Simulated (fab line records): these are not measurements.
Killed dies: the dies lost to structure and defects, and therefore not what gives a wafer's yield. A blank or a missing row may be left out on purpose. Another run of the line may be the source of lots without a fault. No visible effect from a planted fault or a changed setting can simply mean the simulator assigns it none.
The same fault as seen by 2 desks | flow sky130 | each desk has only its own numbers; what lay behind them comes last

== METROLOGY DESK ==
Lot by lot, what the gauges showed, no matter which tool ran the lot: averages of those sampled wafers that carry a number. If a lot's mean is further than 4 standard deviations from the usual mean, the lot is out of limits and carries the mark OUT (the distance appears in the brackets).
Columns: A = cdNm at SKY_CONTACT_CD_MEAS_14, usual 170.3 nm; B = CONTACT_OVL at SKY_CONTACT_OVL_MEAS_15, usual 2 nm
lot  | first seen here | A     | B
L663 | day 31 04:20    | 167.1 | 6
L664 | day 31 20:37    | 170.8 | -7
L665 | day 32 00:14    | 170.6 | 5
L667 | day 32 14:30    | 170.6 | 3
L668 | day 33 03:59    | 170.2 | -2
L669 | day 33 15:31    | 171.1 | 3
L670 | day 33 22:56    | 170.2 | 4
L679 | day 36 15:18    | 172.4 | 4
L682 | day 37 11:22    | 168.4 | 2
L683 | day 37 18:55    | 171.8 | -4
L684 | day 38 01:58    | 169.2 | -8
L685 | day 38 05:52    | 168.9 | 7
L686 | day 38 10:05    | 170.6 | 8
This desk found nothing out of limits on any of the 13 lots.

== DESK OF THE TOOL OWNER: pvdSputter-03 ==
The tool's own readings at SKY_CONTACT_SPUTTER_23 (material TiN, target thk 20 nm, time 80 s): means of the sampled wafers that have a number, for each lot that ran on this tool. If a lot's mean is further than 4 standard deviations from the usual mean, the lot is out of limits and carries the mark OUT (the distance appears in the brackets).
Columns: A = cathodeDcPowerW at SKY_CONTACT_SPUTTER_23, usual 3999.9 W; B = chamberPressurePa at SKY_CONTACT_SPUTTER_23, usual 5.000 Pa; C = throttleValvePct at SKY_CONTACT_SPUTTER_23, usual 30.2 %
lot  | first seen here | A      | B     | C
L663 | day 31 05:13    | 4000.4 | 5.006 | 29.6
L665 | day 32 01:05    | 4000.4 | 5.006 | 29.9
L667 | day 32 15:23    | 4000.2 | 5.000 | 29.9
L670 | day 33 23:47    | 3999.9 | 5.005 | 30.0
L683 | day 37 19:52    | 3999.8 | 5.000 | 30.8
L686 | day 38 11:04    | 4000.0 | 5.001 | 30.1
This desk found nothing out of limits on any of the 6 lots.

== BROUGHT TOGETHER ==
The metrology desk saw nothing out of limits.
Nothing out of limits was seen by the tool owner's desk.

== WHAT THE SIMULATOR PUT IN ==
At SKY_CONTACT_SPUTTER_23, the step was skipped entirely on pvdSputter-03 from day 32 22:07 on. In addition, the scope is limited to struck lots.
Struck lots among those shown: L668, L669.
